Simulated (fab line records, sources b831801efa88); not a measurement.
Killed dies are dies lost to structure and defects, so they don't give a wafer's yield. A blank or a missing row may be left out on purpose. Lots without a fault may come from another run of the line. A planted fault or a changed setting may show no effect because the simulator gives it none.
A struck lot beside a sound one | flow sky130 | 17 steps out of a route of 708
Sound: wafers L844.2, L844.3, L844.4. Struck: wafers L859.4, L859.6. (L859.3 of the same lot was not struck and is left out.) The cause comes at the end.
At each step with rows: each side's tool, then ch and its chambers, then its first start. Under that, the readings that differ: sound wafers | struck wafers | difference of the means | sigmas: that difference in standard deviations of wafers without a fault.
alike: readings whose means differ by less than 2 such deviations, and words and numbers that are the same on both sides. not compared: withheld readings, readings that some wafer has no value for, bounds like >300 that may hide the same value, and numbers for which the record gives no deviation and whose values overlap.
The two part at a step that has a row with sigmas, a row that says differs or no value, or rows on one side only. Numbers that don't overlap but have no deviation are shown without sigmas and don't part them. A reading that every wafer of one side lacks parts them only if that side has two wafers or more.

first, 4 steps without rows for these wafers: SKY_FIELD_ISO_WET_ETCH_29 (etches Si3N4 in H3PO4, target depth 160 nm, time 1825 s); SKY_FIELD_ISO_WET_ETCH_30 (etches SiO2 in dHF, target depth 25 nm, time 50 s); SKY_NWELL_CLEAN_00 (cleans in SC1/SC2, time 150 s); SKY_NWELL_OXIDATION_01 (stabilise 600 s, purge 300 s, target thk 10 nm).
SKY_NWELL_THK_MEAS_02:
  sound on film_metro-02, day 2 18:29; struck on film_metro-02, day 6 01:11
  alike: NWELL_OXIDATION_THK
then, 7 steps without rows for these wafers: SKY_DNWELL_DEHYDRATE_00 (time 60 s); SKY_DNWELL_HMDS_01 (prime time 60 s); SKY_DNWELL_COAT_02 (resist thk 3000 nm); SKY_DNWELL_SOFTBAKE_03; SKY_DNWELL_EXPOSE_04 (exposes mask DNM, target cd 3000 nm); SKY_DNWELL_PEB_05; SKY_DNWELL_DEVELOP_06 (develop time 60 s).
SKY_DNWELL_IMPLANT_07:
  sound on implanter-01 ch 0, day 3 09:48; struck on implanter-01 ch 0, day 6 20:16
SKY_DNWELL_STRIP_08: strips in O2/N2.
  sound on plasma_asher-02 ch 0,1, day 3 09:55; struck on plasma_asher-03 ch 1, day 6 20:25
  reading               | sound             | struck      | difference | sigmas
  n2_flow_sccm (sccm)   | 298.4 299.8 299.6 | 301.9 301.2 | +2.3       | +2
  oes_product_au (a.u.) | 0.729 0.724 0.723 | 0.718 0.715 | -0.009     | -2
  alike: drypump_motor_current_A, strip_time_to_endpoint_s
  not compared: rf_hours_counter_h
SKY_DNWELL_TW_MEAS_09:
  sound on film_metro-03, day 3 10:02; struck on film_metro-03, day 6 20:29
  reading   | sound          | struck    | difference | sigmas
  DNWELL_TW | 1104 1101 1100 | 1165 1160 | +61        | +6
then, 1 step without rows for these wafers: SKY_PWDE_DEHYDRATE_00 (time 60 s).
-- the record jumps here: 43 days lie between the struck wafers' starts before and after (it left off in module PWDE and takes up again in module PAD_OPEN, whose first step shown is number 708 of the route) --
SKY_PAD_OPEN_PROBE_99:
  sound on prober-01, day 45 17:30; struck on prober-01, day 49 14:02
  reading                                | sound             | struck      | difference | sigmas
  model.etest.res_deep_nwell.rs_ohm_sq   | 2208 2201 2221    | 1868 1878   | -337       |
  model.etest.res_deep_nwell.line_ohm_um | 749.1 735.5 748.1 | 635.1 622.8 | -115.3     |
  alike: killed_at_M0_to_M3, killed_at_M4_up, killed_at_contacts, killed_at_front_end, killed_at_other, killed_dies, killed_open, killed_short

WHERE THEY PART
First at SKY_DNWELL_STRIP_08; last, within this record, at SKY_DNWELL_TW_MEAS_09. Later steps at which nothing parts them and some readings are alike: SKY_PAD_OPEN_PROBE_99.

WHY: what the simulator had put in
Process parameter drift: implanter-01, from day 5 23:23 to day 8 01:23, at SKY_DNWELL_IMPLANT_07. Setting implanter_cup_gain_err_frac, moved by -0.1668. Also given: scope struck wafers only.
